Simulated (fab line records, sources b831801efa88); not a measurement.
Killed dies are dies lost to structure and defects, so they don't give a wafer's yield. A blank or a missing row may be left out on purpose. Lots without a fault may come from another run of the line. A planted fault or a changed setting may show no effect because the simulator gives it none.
fab line records | flow sfq_line
record lots=5 wafers=14 last_day=80
route steps=325 shown C5@244 M6@251
lots that met no fault: from a run of the same line without faults
start_h: hours from the record's first day to the start of the lot's first wafer shown | wait_h: hours since the lot's step before | " the same as in the row above | L1.1+2: a row that stands for several wafers | - no value, or no start given | * or withheld: withheld | < > ~ a bound
route shown NAME@n: a module of which the file shows steps, and the number in the route of the first | usual: mean/standard deviation of fault-free wafers | same: alike in all rows | chamber/n: place in a boat | sites: the reading at each site | _std_site: their standard deviation | _edge_site: outer sites' mean less inner sites' | radius_mm: how far each site lies from the wafer's centre | mask NAME#n: copy n | behind: the tool/chamber that last shaped the wafer | hold: why the lot was held/for how many hours/how that ended | device: the transistor (n, p or np) that didn't switch | end of line: the same wafers' tests at the end of the route | a step without rows: its recipe alone | killed: dies lost to structure and defects at the first sort, not the wafer's yield | map: a wafer's dies, x killed, . not, _ none there
set.NAME: the setting as run; set.NAME@STEP: as run at that earlier step | model.NAME: the simulator's own value behind a step, which no gauge read
lots at some steps of the route; a table a step, a row a wafer
services: from which hour (start_h, from the record's first day; less than 0 if before it) a tool's chamber was out of use, for how many hours, and why
## steps
# step SFQ_TRILAYER_C5_LITHO_PEB_154
# recipe peb_temp_c=115 peb_time_s=60 resist=KrF
# step SFQ_TRILAYER_C5_LITHO_DEVELOP_153
# recipe time_s=60 resist=KrF
# step SFQ_C5_OVL_MEAS_937
# usual C5_OVL=-2/4.8
# columns lot.wafer tool chamber start_h wait_h C5_OVL[nm]
L619.1 overlay-02 - 1252.89 0.1 -7
L619.2 " - " " 2
L619.6 " - " " 10
L624.2 overlay-01 - 1303.71 0.1 -4
L624.3 " - " " -6
L624.6 " - " " -8
L626.2 overlay-02 - 1548.10 0.1 7
L626.5 " - " " 3
L626.6 " - " " 5
L627.3 overlay-01 - 1550.51 0.1 -6
L627.4 " - " " -4
L627.5 " - " " -12
L632.1 overlay-01 - 1656.47 0.1 3
L632.4 " - " " 0
# step SFQ_TRILAYER_C5_BARC_OPEN_VIA_ETCH_210
# recipe mask_material=PR chemistry=O2 target_depth_nm=125 target=BARC source_w=500 bias_w=80 pressure_mtorr=30 time_s=41.7
# usual drypump_motor_current_A=5.6/0.66 oes_product_au=0.685/0.0045
# columns lot.wafer tool chamber start_h wait_h drypump_motor_current_A oes_product_au rf_hours_counter_h
L619.1 rie_diel-02 2 1252.93 0.0 5.4 0.684 14
L619.2 " 1 " " 5.4 0.689 11
L619.6 " 2 " " 5.4 0.684 -
L624.2 rie_diel-01 1 1303.74 0.0 4.8 0.689 14
L624.3 " 3 " " 4.8 0.687 10
L624.6 " 2 " " 5.1 0.686 -
L626.2 rie_diel-01 2 1548.13 0.0 5.1 0.685 1
L626.5 " 2 " " 5.1 0.690 -
L626.6 " 1 " " 4.8 0.682 -
L627.3 rie_diel-03 3 1550.53 0.0 5.0 0.687 18
L627.4 " 0 " " 6.4 0.691 -
L627.5 " 3 " " 5.0 0.690 -
L632.1 rie_diel-02 3 1656.51 0.0 6.3 0.679 1
L632.4 " 2 " " 5.4 0.684 20
# step SFQ_TRILAYER_C5_ETCH_VIA_ETCH_154
# recipe target=SiO2 mask_material=PR chemistry=CHF3 target_depth_nm=84 source_w=500 bias_w=80 pressure_mtorr=30 time_s=withheld stop_on=Nb
# usual drypump_motor_current_A=5.6/0.66 oes_product_au=0.892/0.0083
# columns lot.wafer tool chamber start_h wait_h drypump_motor_current_A oes_product_au
L619.1 rie_diel-02 2 1252.97 0.0 5.4 0.894
L619.2 " 1 " " 5.4 0.880
L619.6 " 2 " " 5.4 0.902
L624.2 rie_diel-01 1 1303.78 0.0 4.8 0.899
L624.3 " 3 " " 4.9 0.880
L624.6 " 2 " " 5.1 0.891
L626.2 rie_diel-01 2 1548.17 0.0 5.1 0.884
L626.5 " 2 " " 5.1 0.888
L626.6 " 1 " " 4.8 0.880
L627.3 rie_diel-03 3 1550.57 0.0 5.0 0.879
L627.4 " 0 " " 6.4 0.904
L627.5 " 3 " " 5.0 0.898
L632.1 rie_diel-02 3 1656.55 0.0 6.2 0.889
L632.4 " 2 " " 5.4 0.898
# step SFQ_TRILAYER_C5_STRIP_STRIP_155
# recipe gas=O2 power_w=200 platen_temp_c=40 overash_fraction=0.65 chemistry=O2 pressure_mtorr=50
# usual drypump_motor_current_A=5.9/0.39 oes_product_au=1.005/0.0094
# columns lot.wafer tool chamber start_h wait_h drypump_motor_current_A oes_product_au rf_hours_counter_h
L619.1 rie_metal-01 0 1253.02 - 5.8 0.994 43
L619.2 " 1 " " 5.7 0.997 72
L619.6 " 1 " " 5.7 0.999 -
L624.2 rie_metal-03 1 1303.82 - 6.3 0.997 32
L624.3 " 0 " " 5.6 1.002 -
L624.6 " 0 " " 5.6 0.977 -
L626.2 rie_metal-03 1 1548.22 - 6.3 1.002 64
L626.5 " 0 " " 5.5 1.003 -
L626.6 " 1 " " 6.3 1.001 -
L627.3 rie_metal-02 1 1550.82 - 5.2 1.013 -
L627.4 " 0 " " 6.5 1.018 -
L627.5 " 1 " " 5.2 1.011 -
L632.1 rie_metal-02 1 1656.60 - 5.2 0.999 84
L632.4 " 1 " " 5.2 1.009 -
# step SFQ_TRILAYER_C5_STRIP_SOLV_CLEAN_156
# recipe chemistry=NMP temp_c=70 time_s=600
# step SFQ_TRILAYER_M6_DEP_PRE_CLEAN_158
# recipe gas=Ar time_s=22.5 bias_v=250
# step SFQ_TRILAYER_M6_DEP_SPUTTER_157
# recipe material=Nb base_pressure_pa=1.33e-06 chamber_pressure_pa=0.1333 substrate_temp_c=20 target_thk_nm=200 power_w=2000 time_s=133.3
# step SFQ_M6_RS_MEAS_938
# recipe thk_meas_gauge=four-point-probe reads=Nb_of_TRILAYER_M6_DEP_SPUTTER_157
# usual M6_NB_RS=0.887/0.01
# columns lot.wafer tool chamber start_h wait_h M6_NB_RS[ohm/sq]
L619.1 film_metro-03 - 1253.91 0.0 0.885
L619.2 " - " " 0.889
L619.6 " - " " 0.884
L624.2 film_metro-02 - 1304.74 0.1 0.887
L624.3 " - " " 0.883
L624.6 " - " " 0.889
L626.2 film_metro-01 - 1549.14 0.1 0.868
L626.5 " - " " 0.874
L626.6 " - " " 0.886
L627.3 film_metro-02 - 1551.56 0.1 0.869
L627.4 " - " " 0.859
L627.5 " - " " 0.861
L632.1 film_metro-02 - 1657.70 0.0 0.897
L632.4 " - " " 0.873
# step SFQ_TRILAYER_M6_LITHO_COAT_164
# recipe resist=BARC spin_rpm=3000 resist_thk_nm=62
# step SFQ_TRILAYER_M6_LITHO_COAT_159
# recipe resist=KrF spin_rpm=3000 resist_thk_nm=600
# columns lot.wafer tool chamber start_h wait_h model.KrF_of_TRILAYER_M6_LITHO_COAT_159.thk_nm
L619.1 litho_track-01 0 1254.39 0.2 600.2
L619.2 " 0 " " 601.5
L619.6 " 0 " " 600
L624.2 litho_track-04 0 1305.32 0.2 598.1
L624.3 " 0 " " 595.7
L624.6 " 0 " " 598.9
L626.2 litho_track-02 0 1549.65 0.2 595.8
L626.5 " 0 " " 598
L626.6 " 0 " " 597.3
L627.3 litho_track-01 0 1552.10 0.2 601.4
L627.4 " 0 " " 601.1
L627.5 " 0 " " 602
L632.1 litho_track-04 0 1658.18 0.2 634.3
L632.4 " 0 " " 599.9
# step SFQ_TRILAYER_M6_LITHO_SOFTBAKE_163
# recipe temp_c=withheld time_s=withheld resist=KrF
# step SFQ_TRILAYER_M6_LITHO_EXPOSE_160
# recipe mask_id=M6 na=0.6 source_shape=conventional sigma_outer=0.65 target_cd_nm=500 dose_mj=14.4
# step SFQ_TRILAYER_M6_LITHO_PEB_162
# recipe peb_temp_c=115 peb_time_s=60 resist=KrF
# step SFQ_TRILAYER_M6_LITHO_DEVELOP_161
# recipe time_s=60 resist=KrF
# step SFQ_M6_OVL_MEAS_940
# usual M6_OVL=0/5.3
# columns lot.wafer tool chamber start_h wait_h M6_OVL[nm]
L619.1 overlay-02 - 1378.30 0.1 -4
L619.2 " - " " -13
L619.6 " - " " 1
L624.2 overlay-02 - 1397.82 0.1 -1
L624.3 " - " " -5
L624.6 " - " " 3
L626.2 overlay-02 - 1551.55 0.1 -10
L626.5 " - " " -11
L626.6 " - " " -11
L627.3 overlay-01 - 1553.96 0.1 -1
L627.4 " - " " 6
L627.5 " - " " 2
L632.1 overlay-02 - 1729.79 0.1 -7
L632.4 " - " " -4
# step SFQ_TRILAYER_M6_BARC_OPEN_METAL_ETCH_206
# recipe mask_material=PR chemistry=O2 target_depth_nm=125 target=BARC icp_w=600 bias_w=80 pressure_mtorr=10 time_s=41.7
# usual drypump_motor_current_A=5.9/0.41 oes_product_au=0.685/0.0046
# columns lot.wafer tool chamber start_h wait_h drypump_motor_current_A oes_product_au rf_hours_counter_h
L619.1 rie_metal-01 1 1378.34 0.0 5.7 0.690 90
L619.2 " 0 " " 5.8 0.686 62
L619.6 " 1 " " 5.7 0.681 -
L624.2 rie_metal-02 0 1397.85 0.0 6.5 0.680 9
L624.3 " 1 " " 5.2 0.678 -
L624.6 " 0 " " 6.5 0.677 -
L626.2 rie_metal-04 1 1551.58 0.0 5.7 0.687 90
L626.5 " 0 " " 6.3 0.681 -
L626.6 " 1 " " 5.7 0.681 -
L627.3 rie_metal-02 1 1554.00 0.0 5.2 0.682 -
L627.4 " 0 " " 6.5 0.685 -
L627.5 " 1 " " 5.2 0.694 -
L632.1 rie_metal-04 0 1729.83 0.0 6.3 0.687 23
L632.4 " 0 " " 6.3 0.680 -
# step SFQ_TRILAYER_M6_ETCH_METAL_ETCH_162
# recipe target=Nb stop_on=SiO2 mask_material=PR chemistry=Cl2/Ar target_depth_nm=240 icp_w=600 bias_w=80 pressure_mtorr=10 time_s=120
# usual drypump_motor_current_A=5.9/0.4 oes_product_au=0.896/0.007
# columns lot.wafer tool chamber start_h wait_h drypump_motor_current_A oes_product_au rf_hours_counter_h model.KrF_of_TRILAYER_M6_LITHO_COAT_159.thk_nm
L619.1 rie_metal-01 1 1378.40 0.0 5.7 0.905 90 382.5
L619.2 " 0 " " 5.8 0.890 62 380.1
L619.6 " 1 " " 5.7 0.898 - 383.7
L624.2 rie_metal-02 0 1397.91 0.0 6.5 0.900 9 374.8
L624.3 " 1 " " 5.2 0.904 - 376.1
L624.6 " 0 " " 6.5 0.902 - 376
L626.2 rie_metal-04 1 1551.64 0.0 5.7 0.899 90 377.7
L626.5 " 0 " " 6.3 0.897 - 376.5
L626.6 " 1 " " 5.7 0.902 - 379.6
L627.3 rie_metal-02 1 1554.08 0.1 5.2 0.890 - 381.5
L627.4 " 0 " " 6.5 0.910 - 378.4
L627.5 " 1 " " 5.2 0.912 - 383.5
L632.1 rie_metal-04 0 1729.89 0.0 6.3 0.886 23 415
L632.4 " 0 " " 6.3 0.899 - 379
# step SFQ_TRILAYER_M6_STRIP_STRIP_163
# recipe gas=O2 power_w=200 platen_temp_c=40 overash_fraction=0.65 chemistry=O2 pressure_mtorr=50
# usual drypump_motor_current_A=5.9/0.4 oes_product_au=1.006/0.0097
# columns lot.wafer tool chamber start_h wait_h drypump_motor_current_A oes_product_au rf_hours_counter_h
L619.1 rie_metal-01 1 1378.52 0.1 5.8 0.994 90
L619.2 " 0 " " 5.8 1.010 62
L619.6 " 1 " " 5.7 1.005 -
L624.2 rie_metal-02 0 1398.03 0.1 6.5 1.024 9
L624.3 " 0 " " 6.5 1.015 -
L624.6 " 0 " " 6.5 1.024 -
L626.2 rie_metal-04 1 1551.77 0.1 5.7 0.994 90
L626.5 " 0 " " 6.3 1.012 -
L626.6 " 1 " " 5.7 1.001 -
L627.3 rie_metal-02 1 1554.37 0.2 5.2 1.005 -
L627.4 " 0 " " 6.5 1.013 -
L627.5 " 1 " " 5.2 1.006 -
L632.1 rie_metal-04 0 1730.01 0.1 6.3 1.000 24
L632.4 " 0 " " 6.3 1.013 -
## services
# columns tool chamber start_h hours kind
rie_metal-02 - 1248.71 1.4 pm
rie_metal-01 1 1255.69 4.8 repair
rie_diel-02 - 1260.12 0.2 repair
rie_metal-02 - 1272.87 14.6 pm
rie_metal-04 - 1313.00 1.2 repair
rie_diel-02 2 1326.62 62.8 repair
rie_diel-01 - 1345.32 0.5 repair
rie_metal-02 0 1416.76 6.2 repair
rie_metal-01 - 1422.01 0.2 repair
rie_metal-01 - 1440.84 1.4 pm
rie_diel-01 - 1452.18 4.3 pm
rie_diel-01 - 1490.17 0.2 repair
rie_diel-01 1 1508.06 7.3 repair
rie_diel-01 - 1523.76 2.8 pm
rie_diel-01 - 1573.01 1.1 repair
rie_metal-04 - 1576.27 0.4 repair
rie_metal-02 - 1603.00 3.8 repair
rie_diel-01 1 1604.40 8.1 repair
rie_metal-02 - 1624.61 2.8 pm
rie_metal-01 - 1634.47 2.8 pm
rie_metal-01 0 1641.37 4.1 repair
rie_diel-01 0 1645.09 4.6 repair
rie_diel-01 2 1680.90 6.3 repair
rie_metal-02 1 1699.75 17.9 repair
## key
first_sign none at tools or gauges
model_effect step=SFQ_TRILAYER_M6_LITHO_COAT_159 value=KrF_of_TRILAYER_M6_LITHO_COAT_159.thk_nm without=599.7 struck=634.3
model_effect step=SFQ_TRILAYER_M6_ETCH_METAL_ETCH_162 value=KrF_of_TRILAYER_M6_LITHO_COAT_159.thk_nm without=380.4 struck=415
met_at SFQ_TRILAYER_M6_LITHO_COAT_159
struck_wafers L632.1
onset_between 1305.32 1658.18
fault kind=process_parameter_drift tool=litho_track-04 chamber=- onset_h=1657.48 steps=SFQ_TRILAYER_M6_LITHO_COAT_159 channel=resist_thk_nm offset=34.63 shape=step end_h=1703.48 scope=struck_wafers_only acts_in=these_recipes_only stated=600
